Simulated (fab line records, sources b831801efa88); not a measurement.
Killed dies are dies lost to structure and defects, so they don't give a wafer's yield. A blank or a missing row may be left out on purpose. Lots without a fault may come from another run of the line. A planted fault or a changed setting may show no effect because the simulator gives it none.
fab line records | flow sky130 | part 1 of 2: steps 1 to 26 of 35
record lots=5 wafers=15 last_day=49
route steps=708 shown METAL3@568 VIA3@573 METAL4@598
lots that met no fault: from a run of the same line without faults
start_h: hours from the record's first day to the start of the lot's first wafer shown | wait_h: hours since the lot's step before | " the same as in the row above | L1.1+2: a row that stands for several wafers | - no value, or no start given | * or withheld: withheld | < > ~ a bound
route shown NAME@n: a module of which the file shows steps, and the number in the route of the first | usual: mean/standard deviation of fault-free wafers | same: alike in all rows | chamber/n: place in a boat | sites: the reading at each site | _std_site: their standard deviation | _edge_site: outer sites' mean less inner sites' | radius_mm: how far each site lies from the wafer's centre | mask NAME#n: copy n | behind: the tool/chamber that last shaped the wafer | hold: why the lot was held/for how many hours/how that ended | device: the transistor (n, p or np) that didn't switch | end of line: the same wafers' tests at the end of the route | a step without rows: its recipe alone | killed: dies lost to structure and defects at the first sort, not the wafer's yield | map: a wafer's dies, x killed, . not, _ none there
set.NAME: the setting as run; set.NAME@STEP: as run at that earlier step | model.NAME: the simulator's own value behind a step, which no gauge read
lots at some steps of the route; a table a step, a row a wafer
services: from which hour (start_h, from the record's first day; less than 0 if before it) a tool's chamber was out of use, for how many hours, and why
## steps
# step SKY_METAL3_METAL_ETCH_18
# recipe target_depth_a=8450 stop_on=SiO2 over_etch_frac=0.3 time_s=183.1 chemistry=Cl2/BCl3 resist_sidewall_deg=88 pressure_mtorr=10.24 icp_w=900 bias_w=48.5 Cl2_flow_sccm=60 bcl3_flow_sccm=30
# usual bcl3_flow_sccm=30.01/0.087 chamber_pressure_mTorr=10.242/0.0093 drypump_motor_current_A=5.6/0.37 oes_product_au=0.865/0.006 throttle_valve_pct=21.984/0.0085
# columns lot.wafer tool chamber start_h wait_h bcl3_flow_sccm chamber_pressure_mTorr drypump_motor_current_A oes_product_au rf_hours_counter_h throttle_valve_pct
L079.1 rie_metal-03 1 940.68 0.0 29.89 10.244 5.5 0.856 16 21.995
L079.4 " 1 " " 29.98 10.253 5.5 0.863 - 21.993
L079.6 " 1 " " 30.02 10.234 5.4 0.855 - 21.993
L081.2 rie_metal-01 0 954.30 0.0 30.00 10.235 4.9 0.875 1 22.002
L081.4 " 0 " " 30.11 10.232 4.9 0.871 - 21.994
L081.5 " 1 " " 30.01 10.238 6.0 0.863 - 22.002
L083.1 rie_metal-02 0 973.75 0.0 29.89 10.244 5.5 0.873 7 21.993
L083.2 " 1 " " 30.15 10.239 5.8 0.869 3 21.990
L083.6 " 1 " " 30.09 10.233 5.8 0.868 - 21.974
L089.2 rie_metal-01 1 1016.66 0.0 30.09 10.238 6.0 0.870 6 21.978
L089.4 " 0 " " 29.85 10.248 4.9 0.863 - 21.990
L089.6 " 1 " " 29.92 10.251 6.0 0.875 - 21.976
L093.2 rie_metal-01 1 1036.85 0.0 30.12 10.254 6.0 0.873 7 21.986
L093.3 " 1 " " 30.01 10.241 6.0 0.871 - 21.996
L093.6 " 0 " " 29.93 10.243 4.9 0.871 - 21.982
# step SKY_METAL3_STRIP_19
# recipe chemistry=O2/N2 power_w=1400 pressure_mtorr=1500 platen_temp_c=withheld o2_flow_sccm=3000 n2_flow_sccm=300 overash_fraction=0.5
# usual chamber_pressure_mTorr=1500.0/1.4 drypump_motor_current_A=5.9/0.35 oes_product_au=0.502/0.0063 strip_time_to_endpoint_s=6.52/0.11
# columns lot.wafer tool chamber start_h wait_h chamber_pressure_mTorr drypump_motor_current_A oes_product_au rf_hours_counter_h strip_time_to_endpoint_s
L079.1 plasma_asher-04 1 940.86 0.1 1498.6 6.3 0.505 111 6.66
L079.4 " 1 " " 1499.9 6.3 0.508 - 6.68
L079.6 " 1 " " 1500.5 6.3 0.513 - 6.61
L081.2 plasma_asher-04 0 954.48 0.1 1499.6 5.4 0.491 112 6.53
L081.4 " 0 " " 1498.7 5.4 0.501 - 6.62
L081.5 " 1 " " 1497.5 6.4 0.505 - 6.55
L083.1 plasma_asher-03 0 973.93 0.1 1498.9 5.5 0.499 22 6.52
L083.2 " 1 " " 1497.4 6.1 0.497 22 6.35
L083.6 " 1 " " 1498.8 6.1 0.499 - 6.32
L089.2 plasma_asher-03 1 1016.83 0.1 1497.9 6.1 0.509 26 6.54
L089.4 " 0 " " 1499.3 5.5 0.501 - 6.55
L089.6 " 1 " " 1499.5 6.1 0.500 - 6.55
L093.2 plasma_asher-02 0 1037.03 0.1 1497.8 6.1 0.503 60 6.46
L093.3 " 0 " " 1499.5 6.1 0.499 - 6.44
L093.6 " 1 " " 1498.9 5.6 0.503 - 6.49
# step SKY_METAL3_STRIP_20
# recipe chemistry=post_etch_residue_remover time_s=1200 temp_c=72.5
# usual bath_guard_temp_C=72.5/0.46
# columns lot.wafer tool chamber start_h wait_h bath_guard_temp_C
L079.1 wet_bench-01 3 940.96 0.1 72.4
L079.4 " 3 " " 72.0
L079.6 " 3 " " 72.4
L081.2 wet_bench-01 2 954.58 0.1 72.6
L081.4 " 2 " " 72.3
L081.5 " 2 " " 72.1
L083.1 wet_bench-04 1 974.10 0.1 72.6
L083.2 " 1 " " 73.1
L083.6 " 1 " " 72.9
L089.2 wet_bench-02 0 1016.93 0.1 72.6
L089.4 " 0 " " 72.7
L089.6 " 0 " " 72.7
L093.2 wet_bench-04 1 1037.13 0.1 73.4
L093.3 " 1 " " 73.1
L093.6 " 1 " " 73.0
# step SKY_METAL3_CLEAN_21
# recipe chemistry=IPA time_s=180 temp_c=25
# columns lot.wafer tool chamber start_h wait_h
L079.1+4+6 wet_bench-04 2 941.30 0.0
L081.2+4+5 wet_bench-04 3 954.92 0.0
L083.1+2+6 wet_bench-01 3 974.49 0.0
L089.2+4+6 wet_bench-01 2 1017.31 0.0
L093.2+3+6 wet_bench-02 2 1037.47 0.0
# step SKY_METAL3_CLEAN_22
# recipe chemistry=O3/DIW dry=n2_spin
# columns lot.wafer tool chamber start_h wait_h
L079.1+4+6 wet_bench-01 3 941.36 0.0
L081.2+4+5 wet_bench-02 2 954.98 0.0
L083.1+2+6 wet_bench-01 3 974.55 0.0
L089.2+4+6 wet_bench-04 0 1017.36 0.0
L093.2+3+6 wet_bench-01 1 1037.53 0.0
# step SKY_VIA3_HDPCVD_00
# recipe material=SiO2 target_thk_nm=1635 sigma_open_frac=0.3 time_s=272.5 temp_c=400 sih4_flow_sccm=60 pressure_mtorr=6
# columns lot.wafer tool chamber start_h wait_h
L079.1+4+6 hdpcvd-01 1,2,1 941.45 0.0
L081.2+4+5 hdpcvd-02 2,2,0 955.22 0.1
L083.1+2+6 hdpcvd-02 1,0,1 974.64 0.0
L089.2+4+6 hdpcvd-02 0,0,1 1017.46 0.0
L093.2+3+6 hdpcvd-02 2,1,2 1037.62 0.0
# step SKY_VIA3_THK_MEAS_01
# recipe reads=SiO2_of_VIA3_HDPCVD_00
# usual VIA3_HDPCVD_THK=1619/19
# columns lot.wafer tool chamber start_h wait_h VIA3_HDPCVD_THK[nm]
L079.1 film_metro-01 - 941.62 0.1 1661
L079.4 " - " " 1650
L079.6 " - " " 1635
L081.2 film_metro-04 - 955.39 0.1 1590
L081.4 " - " " 1602
L081.5 " - " " 1585
L083.1 film_metro-04 - 974.81 0.1 1594
L083.2 " - " " 1584
L083.6 " - " " 1577
L089.2 film_metro-02 - 1017.63 0.1 1634
L089.4 " - " " 1615
L089.6 " - " " 1619
L093.2 film_metro-01 - 1037.80 0.1 1611
L093.3 " - " " 1606
L093.6 " - " " 1622
# step SKY_VIA3_CMP_02
# recipe material=SiO2 down_force_psi=4 platen_rpm=60 pad_velocity_m_s=0.94248
# usual head_pressure_psi=3.999/0.0091 motor_current_A=11.3/0.86
# columns lot.wafer tool chamber start_h wait_h head_pressure_psi motor_current_A
L079.1 cmp-01 1 941.78 0.1 4.011 9.3
L079.4 " 2 " " 4.007 12.4
L079.6 " 0 " " 4.003 10.8
L081.2 cmp-01 2 955.44 0.0 3.994 12.7
L081.4 " 1 " " 3.981 9.8
L081.5 " 3 " " 3.984 11.4
L083.2 cmp-01 0 975.06 0.2 4.007 10.7
L083.1 " 1 " " 4.006 9.7
L083.6 " 2 " " 4.014 12.6
L089.4 cmp-01 0 1017.73 0.1 4.007 10.5
L089.2 " 1 " " 4.006 9.4
L089.6 " 3 " " 3.993 10.8
L093.2 cmp-01 3 1037.85 0.0 3.988 11.0
L093.3 " 0 " " 4.010 10.7
L093.6 " 0 " " 3.997 11.3
# step SKY_VIA3_BOW_MEAS_03
# recipe mode=bow
# usual VIA3_BOW=80/8.7
# columns lot.wafer tool chamber start_h wait_h VIA3_BOW[um]
L079.1 film_metro-02 - 941.98 0.1 55
L079.4 " - " " 86
L079.6 " - " " 61
L081.2 film_metro-04 - 955.76 0.3 89
L081.4 " - " " 85
L081.5 " - " " 79
L083.1 film_metro-04 - 975.26 0.1 82
L083.2 " - " " 74
L083.6 " - " " 89
L089.2 film_metro-02 - 1018.00 0.2 92
L089.4 " - " " 79
L089.6 " - " " 80
L093.2 film_metro-01 - 1038.17 0.3 79
L093.3 " - " " 77
L093.6 " - " " 86
# step SKY_VIA3_DEHYDRATE_04
# recipe temp_c=200 time_s=60
# usual heater_power_total_W=160.37/0.12
# columns lot.wafer tool chamber start_h wait_h heater_power_total_W
L079.1 litho_track-04 0 953.20 11.2 160.49
L079.4 " 0 " " 160.50
L079.6 " 0 " " 160.22
L081.2 litho_track-04 0 968.42 12.6 160.20
L081.4 " 0 " " 160.35
L081.5 " 0 " " 160.46
L083.1 litho_track-02 0 985.61 10.3 160.19
L083.2 " 0 " " 160.55
L083.6 " 0 " " 160.50
L089.2 litho_track-02 0 1028.84 10.8 160.30
L089.4 " 0 " " 160.37
L089.6 " 0 " " 160.36
L093.2 litho_track-01 0 1049.32 11.1 160.16
L093.3 " 0 " " 160.57
L093.6 " 0 " " 160.32
# step SKY_VIA3_HMDS_05
# recipe prime_time_s=60 prime_temp_c=120
# same prime_time_s=60
# columns lot.wafer tool chamber start_h wait_h
L079.1+4+6 litho_track-04 0 953.35 0.1
L081.2+4+5 litho_track-04 0 968.57 0.1
L083.1+2+6 litho_track-02 0 985.76 0.1
L089.2+4+6 litho_track-02 0 1028.99 0.1
L093.2+3+6 litho_track-01 0 1049.47 0.1
# step SKY_VIA3_COAT_06
# recipe resist=BARC temp_c=withheld time_s=withheld spin_rpm=3000 resist_thk_nm=60
# usual dispense_pressure_kPa=52.8/1.5
# columns lot.wafer tool chamber start_h wait_h dispense_pressure_kPa
L079.1 litho_track-04 0 953.50 0.1 54.0
L079.4 " 0 " " 54.0
L079.6 " 0 " " 53.9
L081.2 litho_track-04 0 968.72 0.1 54.0
L081.4 " 0 " " 54.0
L081.5 " 0 " " 54.0
L083.1 litho_track-02 0 985.91 0.1 53.5
L083.2 " 0 " " 53.5
L083.6 " 0 " " 53.5
L089.2 litho_track-02 0 1029.14 0.1 53.5
L089.4 " 0 " " 53.5
L089.6 " 0 " " 53.5
L093.2 litho_track-01 0 1049.62 0.1 50.5
L093.3 " 0 " " 50.4
L093.6 " 0 " " 50.5
# step SKY_VIA3_COAT_07
# recipe resist=KrF-thick spin_rpm=3000 resist_thk_nm=450
# usual dispense_pressure_kPa=52.8/1.5
# columns lot.wafer tool chamber start_h wait_h dispense_pressure_kPa
L079.1 litho_track-04 0 - - 54.0
L079.4 " 0 " " 54.0
L079.6 " 0 " " 54.0
L081.2 litho_track-04 0 - - 54.0
L081.4 " 0 " " 54.0
L081.5 " 0 " " 54.0
L083.1 litho_track-02 0 - - 53.5
L083.2 " 0 " " 53.5
L083.6 " 0 " " 53.4
L089.2 litho_track-02 0 - - 53.5
L089.4 " 0 " " 53.5
L089.6 " 0 " " 53.5
L093.2 litho_track-01 0 - - 50.5
L093.3 " 0 " " 50.4
L093.6 " 0 " " 50.4
# step SKY_VIA3_SOFTBAKE_08
# recipe temp_c=100 time_s=90 resist=KrF-thick
# usual heater_power_total_W=57.36/0.11
# columns lot.wafer tool chamber start_h wait_h heater_power_total_W
L079.1 litho_track-04 0 - - 57.50
L079.4 " 0 " " 57.23
L079.6 " 0 " " 57.40
L081.2 litho_track-04 0 - - 57.29
L081.4 " 0 " " 57.44
L081.5 " 0 " " 57.49
L083.1 litho_track-02 0 - - 57.33
L083.2 " 0 " " 57.30
L083.6 " 0 " " 57.54
L089.2 litho_track-02 0 - - 57.27
L089.4 " 0 " " 57.52
L089.6 " 0 " " 57.27
L093.2 litho_track-01 0 - - 57.38
L093.3 " 0 " " 57.48
L093.6 " 0 " " 57.47
# step SKY_VIA3_EXPOSE_09
# recipe mask_id=VIM3 na=0.8 source_shape=annular sigma_inner=0.55 sigma_outer=0.85 target_cd_nm=200 dose_mj=38
# same sigma_inner=0.55
# columns lot.wafer tool chamber start_h wait_h mask
L079.1+4+6 krf_scanner-01 0 - - VIM3#0
L081.2+4+5 krf_scanner-02 0 - - VIM3#0
L083.1+2+6 krf_scanner-01 0 - - VIM3#0
L089.2+4+6 krf_scanner-02 0 - - VIM3#0
L093.2+3+6 krf_scanner-02 0 - - VIM3#0
# step SKY_VIA3_PEB_10
# recipe peb_temp_c=withheld peb_time_s=withheld resist=KrF-thick
# columns lot.wafer tool chamber start_h wait_h
L079.1+4+6 litho_track-01 0 - -
L081.2+4+5 litho_track-02 0 - -
L083.1+2+6 litho_track-01 0 - -
L089.2+4+6 litho_track-02 0 - -
L093.2+3+6 litho_track-01 0 - -
# step SKY_VIA3_DEVELOP_11
# recipe develop_time_s=60 resist=KrF-thick dev_temp_c=21
# columns lot.wafer tool chamber start_h wait_h
L079.1+4+6 litho_track-01 0 - -
L081.2+4+5 litho_track-02 0 - -
L083.1+2+6 litho_track-01 0 - -
L089.2+4+6 litho_track-02 0 - -
L093.2+3+6 litho_track-01 0 - -
# step SKY_VIA3_CD_MEAS_12
# recipe target_cd_nm=200
# usual cd_nm=199.3/1.5
# columns lot.wafer tool chamber start_h wait_h cd_nm
L079.1 cd_sem-02 - 965.40 - 199.5
L079.4 " - " " 198.5
L079.6 " - " " 198.6
L081.2 cd_sem-01 - 980.08 - 197.9
L081.4 " - " " 197.8
L081.5 " - " " 196.5
L083.1 cd_sem-01 - 999.25 - 198.1
L083.2 " - " " 199.6
L083.6 " - " " 198.7
L089.2 cd_sem-01 - 1039.93 - 197.2
L089.4 " - " " 197.9
L089.6 " - " " 198.8
L093.2 cd_sem-01 - 1060.17 - 198.8
L093.3 " - " " 198.8
L093.6 " - " " 198.1
# step SKY_VIA3_OVL_MEAS_13
# usual VIA3_OVL=-2/5.8
# columns lot.wafer tool chamber start_h wait_h VIA3_OVL[nm]
L079.1 overlay-02 - 965.52 0.1 -3
L079.4 " - " " -11
L079.6 " - " " -10
L081.2 overlay-01 - 980.19 0.1 -8
L081.4 " - " " 6
L081.5 " - " " -2
L083.1 overlay-02 - 999.37 0.1 3
L083.2 " - " " -8
L083.6 " - " " -5
L089.2 overlay-02 - 1040.04 0.1 2
L089.4 " - " " -4
L089.6 " - " " -5
L093.2 overlay-02 - 1060.27 0.1 -7
L093.3 " - " " -9
L093.6 " - " " -9
# step SKY_VIA3_ETCH_14
# recipe chemistry=N2/H2 target=BARC ion_energy_ev=200 source_w=483.8 bias_w=100 pressure_mtorr=30 n2_flow_sccm=100 h2_flow_sccm=200 stop_on=SiO2 time_s=45.9 target_depth_a=600
# usual chamber_pressure_mTorr=29.997/0.028 drypump_motor_current_A=5.8/0.43 oes_product_au=0.854/0.0048 throttle_valve_pct=13.225/0.0093
# columns lot.wafer tool chamber start_h wait_h chamber_pressure_mTorr drypump_motor_current_A oes_product_au rf_hours_counter_h throttle_valve_pct
L079.1 rie_diel-02 3 965.55 0.0 29.956 5.6 0.848 15 13.211
L079.4 " 0 " " 29.983 5.9 0.853 6 13.224
L079.6 " 3 " " 30.002 5.6 0.855 - 13.223
L081.2 rie_diel-03 0 980.22 0.0 30.005 5.9 0.865 11 13.241
L081.4 " 3 " " 29.979 6.7 0.849 17 13.240
L081.5 " 2 " " 30.048 6.3 0.859 - 13.230
L083.1 rie_diel-02 2 999.40 0.0 30.024 5.2 0.852 16 13.225
L083.2 " 0 " " 29.971 6.0 0.854 7 13.232
L083.6 " 1 " " 29.969 5.4 0.847 - 13.229
L089.2 rie_diel-02 1 1040.07 0.0 30.028 5.4 0.862 22 13.235
L089.4 " 0 " " 30.045 6.0 0.850 9 13.224
L089.6 " 1 " " 30.028 5.4 0.844 - 13.230
L093.2 rie_diel-02 3 1060.30 0.0 30.030 5.6 0.855 18 13.229
L093.3 " 1 " " 29.981 5.4 0.859 23 13.239
L093.6 " 2 " " 29.975 5.1 0.855 - 13.232
# step SKY_VIA3_ETCH_15
# recipe target=SiO2 chemistry=C4F8/O2/Ar target_depth_nm=507 stop_on=TiN mask_material=KrF-thick source_w=1500 bias_w=1200 pressure_mtorr=40 c4f8_flow_sccm=withheld O2_flow_sccm=6 Ar_flow_sccm=300 time_s=78
# usual chamber_pressure_mTorr=40.00/0.037 oes_product_au=0.946/0.0049
# columns lot.wafer tool chamber start_h wait_h chamber_pressure_mTorr oes_product_au
L079.1 rie_diel-02 3 965.59 0.0 40.07 0.945
L079.4 " 0 " " 39.92 0.950
L079.6 " 3 " " 39.97 0.950
L081.2 rie_diel-03 0 980.26 0.0 40.03 0.945
L081.4 " 3 " " 39.99 0.958
L081.5 " 2 " " 39.94 0.950
L083.1 rie_diel-02 2 999.44 0.0 39.96 0.949
L083.2 " 0 " " 39.97 0.945
L083.6 " 1 " " 40.02 0.945
L089.2 rie_diel-02 1 1040.11 0.0 40.02 0.955
L089.4 " 0 " " 39.97 0.950
L089.6 " 1 " " 40.03 0.950
L093.2 rie_diel-02 3 1060.34 0.0 40.03 0.949
L093.3 " 1 " " 39.97 0.950
L093.6 " 2 " " 40.03 0.938
# step SKY_VIA3_STRIP_16
# recipe chemistry=O2/N2 power_w=1400 pressure_mtorr=1500 platen_temp_c=withheld o2_flow_sccm=3000 n2_flow_sccm=300 overash_fraction=0.5
# usual chamber_pressure_mTorr=1500.1/1.4 drypump_motor_current_A=6.0/0.42 oes_product_au=0.402/0.0049 strip_time_to_endpoint_s=4.133/0.03
# columns lot.wafer tool chamber start_h wait_h chamber_pressure_mTorr drypump_motor_current_A oes_product_au rf_hours_counter_h strip_time_to_endpoint_s
L079.1 plasma_asher-04 1 965.65 0.0 1501.9 6.3 0.404 113 4.122
L079.4 " 0 " " 1500.9 5.4 0.403 - 4.167
L079.6 " 1 " " 1500.2 6.3 0.400 - 4.099
L081.2 plasma_asher-03 1 980.32 0.0 1500.3 6.1 0.402 23 4.135
L081.4 " 0 " " 1499.5 5.5 0.399 - 4.119
L081.5 " 0 " " 1498.9 5.5 0.407 - 4.167
L083.1 plasma_asher-03 0 999.50 0.0 1499.7 5.6 0.403 25 4.146
L083.2 " 1 " " 1500.7 6.1 0.409 25 4.110
L083.6 " 0 " " 1499.8 5.5 0.406 - 4.140
L089.2 plasma_asher-01 0 1040.17 0.0 1502.3 6.7 0.408 95 4.148
L089.4 " 1 " " 1499.4 5.9 0.406 - 4.114
L089.6 " 1 " " 1500.1 5.9 0.403 - 4.156
L093.2 plasma_asher-01 1 1060.40 0.0 1498.1 5.9 0.394 97 4.085
L093.3 " 0 " " 1499.3 6.7 0.393 - 4.129
L093.6 " 0 " " 1500.8 6.7 0.395 - 4.148
# step SKY_VIA3_STRIP_17
# recipe chemistry=post_etch_residue_remover time_s=1200 temp_c=72.5
# usual bath_guard_temp_C=72.5/0.45
# columns lot.wafer tool chamber start_h wait_h bath_guard_temp_C
L079.1 wet_bench-02 0 965.75 0.1 72.8
L079.4 " 0 " " 72.7
L079.6 " 0 " " 72.6
L081.2 wet_bench-02 0 980.42 0.1 72.8
L081.4 " 0 " " 72.3
L081.5 " 0 " " 72.7
L083.1 wet_bench-02 3 999.60 0.1 72.8
L083.2 " 3 " " 72.6
L083.6 " 3 " " 72.5
L089.2 wet_bench-03 3 1040.27 0.1 71.9
L089.4 " 3 " " 72.1
L089.6 " 3 " " 72.0
L093.2 wet_bench-01 2 1060.50 0.1 72.2
L093.3 " 2 " " 72.1
L093.6 " 2 " " 72.1
# step SKY_VIA3_CLEAN_18
# recipe chemistry=IPA time_s=180 temp_c=25
# columns lot.wafer tool chamber start_h wait_h
L079.1+4+6 wet_bench-03 0 966.13 0.0
L081.2+4+5 wet_bench-01 3 980.76 0.0
L083.1+2+6 wet_bench-03 3 999.95 0.0
L089.2+4+6 wet_bench-02 1 1040.96 0.0
L093.2+3+6 wet_bench-03 3 1060.88 0.0
# step SKY_VIA3_CLEAN_19
# recipe chemistry=O3/DIW dry=n2_spin
# columns lot.wafer tool chamber start_h wait_h
L079.1+4+6 wet_bench-01 1 966.27 0.0
L081.2+4+5 wet_bench-02 3 980.83 0.0
L083.1+2+6 wet_bench-02 0 1000.00 0.0
L089.2+4+6 wet_bench-01 0 1041.01 0.0
L093.2+3+6 wet_bench-01 1 1060.94 0.0
# step SKY_VIA3_SPUTTER_20
# recipe material=TiN target_thk_nm=20 chamber_pressure_pa=5 power_w=4000 time_s=80
# usual throttle_valve_pct=30.5/0.78
# columns lot.wafer tool chamber start_h wait_h throttle_valve_pct
L079.1 pvd_sputter-03 - 966.36 0.0 30.1
L079.4 " - " " 31.0
L079.6 " - " " 29.8
L081.2 pvd_sputter-04 - 980.92 0.0 31.0
L081.4 " - " " 29.9
L081.5 " - " " 29.8
L083.1 pvd_sputter-01 - 1000.10 0.0 28.7
L083.2 " - " " 30.7
L083.6 " - " " 31.8
L089.2 pvd_sputter-04 - 1041.11 0.0 31.3
L089.4 " - " " 29.7
L089.6 " - " " 29.5
L093.2 pvd_sputter-01 - 1061.04 0.0 31.6
L093.3 " - " " 28.6
L093.6 " - " " 30.2
